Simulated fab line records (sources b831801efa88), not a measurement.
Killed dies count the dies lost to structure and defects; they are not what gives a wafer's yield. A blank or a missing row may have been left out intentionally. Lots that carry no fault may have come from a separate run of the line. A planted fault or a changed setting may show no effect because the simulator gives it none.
8D (eight disciplines) problem report, filled in by code + flow sky130 + the parts of the form that need people (team, actions taken, sign-off) are left out

== 1. THE ISSUE ==
Wafers without a fault read 10.000, standard deviation 0.0032; beamEnergyKeV at SKY_VT_ADJUST_NCORE_IMPLANT_09 reads a mean of 9.744 on 6 wafers belonging to 2 lots. That is -80 standard deviations from the usual mean.
First observed at day 9 03:34: wafer L338.1, on implanter-04. At this step, 42 wafers from 14 lots have a number in the record. Rule for "out" (also "out of limits"): further than 4 standard deviations from the usual mean. All remaining wafers that have a number are taken as sound.

== 2. WHAT IT IS, AND WHAT IT ISN'T ==
| question                    | is                     | is not                                                                                                                    |
|-----------------------------|------------------------|---------------------------------------------------------------------------------------------------------------------------|
| which readings at this step | beamEnergyKeV          | -                                                                                                                         |
| which lots                  | L338, L339             | L336, L337, L347, L348, L349, L351, L352, L354, L355, L356, L357, L358                                                    |
| which wafers of those lots  | all that have a number | -                                                                                                                         |
| read on which tools         | implanter-04           | implanter-02, implanter-03                                                                                                |
| when                        | from day 9 03:34       | up to then (6 sound wafers); but 30 sound wafers of L347, L348, L349, L351, L352, L354, L355, L356, L357, L358 came after |

== 3. THE SUSPECTS, EACH WITH WHAT RULES IT OUT ==
Counting: any tool at a process step up to the reading is kept as a suspect provided that every lot that is out went through it and no sound lot did after the first of them.
- implanter-04 at SKY_VT_ADJUST_NCORE_IMPLANT_09: ruled out as a lasting fault. After its first lot that is out, L338 (day 9 03:34), sound lots L348, L352, L355 ran on it.
Left after counting: nothing in the record.

== 4. THE CAUSE (what the simulator had put in) ==
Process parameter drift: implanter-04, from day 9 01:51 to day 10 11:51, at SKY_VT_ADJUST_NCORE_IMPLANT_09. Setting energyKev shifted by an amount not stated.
Counting ruled it out, wrongly.

== 5. THE EFFECT CHAIN, in route order ==
One row per reading whose mean, taken over the struck wafers that have a number, lies over 3 standard deviations from the usual. Readings are gone through only where the record gives a usual standard deviation; hours: the median, over the lots, of the time from a lot's start at the first step in this table giving one to that lot's start at this step; sigmas: the change measured in usual standard deviations.
| hours | step                           | reading       | usual  | on struck wafers | change | sigmas |
|-------|--------------------------------|---------------|--------|------------------|--------|--------|
| 0     | SKY_VT_ADJUST_NCORE_IMPLANT_09 | beamEnergyKeV | 10.000 | 9.744            | -0.256 | -80    |
Here are the process steps it includes:
- SKY_VT_ADJUST_NCORE_IMPLANT_09

== 6. HOW IT WOULD HAVE BEEN CAUGHT EARLIER ==
In this record no reading fell out of limits until day 9 03:34, 2 hours after the fault had begun at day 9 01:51.
